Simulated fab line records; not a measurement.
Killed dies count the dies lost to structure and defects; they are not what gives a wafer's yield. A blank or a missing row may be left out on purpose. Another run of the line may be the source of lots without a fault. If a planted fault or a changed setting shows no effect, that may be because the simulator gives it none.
Split-lot study ; flow gf180mcu ; 5 lots, 23 wafers read, on a route of 602 steps

== THE SPLIT ==
At GF_STI_WET_ETCH_26 (etches SiO2 in dHF, target depth 94 nm, time 188 s), the setting temp-c was moved away from the recipe's 25 C on 20 of the 23 wafers read, by -13.7% to +11.3%. For the rest of the wafers, this setting stayed at what the recipe calls for.

The reading is taken at the split's own step.

== THE READING ==
SiO2_of_STI_CVD_23.thk-nm (the simulator's own value, which no gauge read), in nm, at GF_STI_WET_ETCH_26 (etches SiO2 in dHF, target depth 94 nm, time 188 s). No usual value for it is given in the file. Here, 3 wafers ran the recipe; their average is 429.4 nm with a standard deviation of 0.94 nm.

wafer;tool, chamber at the split;temp-c as run, C;against the recipe;SiO2_of_STI_CVD_23.thk-nm, nm;against lot-mates on the recipe
L075.1;-, -;27.28;+9.1%;423.3;no lot-mate on the recipe
L075.2;-, -;27.28;+9.1%;422.1;no lot-mate on the recipe
L075.6;-, -;27.28;+9.1%;422.1;no lot-mate on the recipe
L075.4;-, -;27.28;+9.1%;422.3;no lot-mate on the recipe
L075.5;-, -;27.28;+9.1%;422.8;no lot-mate on the recipe
L078.2;wet-bench-01, 0;25;recipe;428.5;-
L078.4;wet-bench-01, 0;25;recipe;430.7;-
L078.6;wet-bench-01, 0;25;recipe;429;-
L077.1;-, -;22.84;-8.6%;435.8;no lot-mate on the recipe
L077.2;-, -;22.84;-8.6%;434.5;no lot-mate on the recipe
L077.3;-, -;22.84;-8.6%;432.8;no lot-mate on the recipe
L077.4;-, -;22.84;-8.6%;434.9;no lot-mate on the recipe
L077.6;-, -;22.84;-8.6%;434.4;no lot-mate on the recipe
L081.2;-, -;27.83;+11.3%;420.1;no lot-mate on the recipe
L081.3;-, -;27.83;+11.3%;418.7;no lot-mate on the recipe
L081.4;-, -;27.83;+11.3%;421.3;no lot-mate on the recipe
L081.5;-, -;27.83;+11.3%;420.4;no lot-mate on the recipe
L081.6;-, -;27.83;+11.3%;420;no lot-mate on the recipe
L082.1;-, -;21.57;-13.7%;441.7;no lot-mate on the recipe
L082.2;-, -;21.57;-13.7%;441.6;no lot-mate on the recipe
L082.3;-, -;21.57;-13.7%;441.3;no lot-mate on the recipe
L082.5;-, -;21.57;-13.7%;442.3;no lot-mate on the recipe
L082.6;-, -;21.57;-13.7%;442;no lot-mate on the recipe

FIT RESULTS
A straight line over all 23 wafers: SiO2_of_STI_CVD_23.thk-nm changes by -0.805 nm for each +1% of temp-c; r = -0.99; the points scatter about the line by 1.4 nm.
Too few moved wafers with a lot-mate on the recipe to fit a line net of each lot's own level.

== FILE'S OWN FIT ==
SiO2_of_STI_CVD_23.thk-nm changes by -0.806 nm for each +1% of temp-c, r = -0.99.
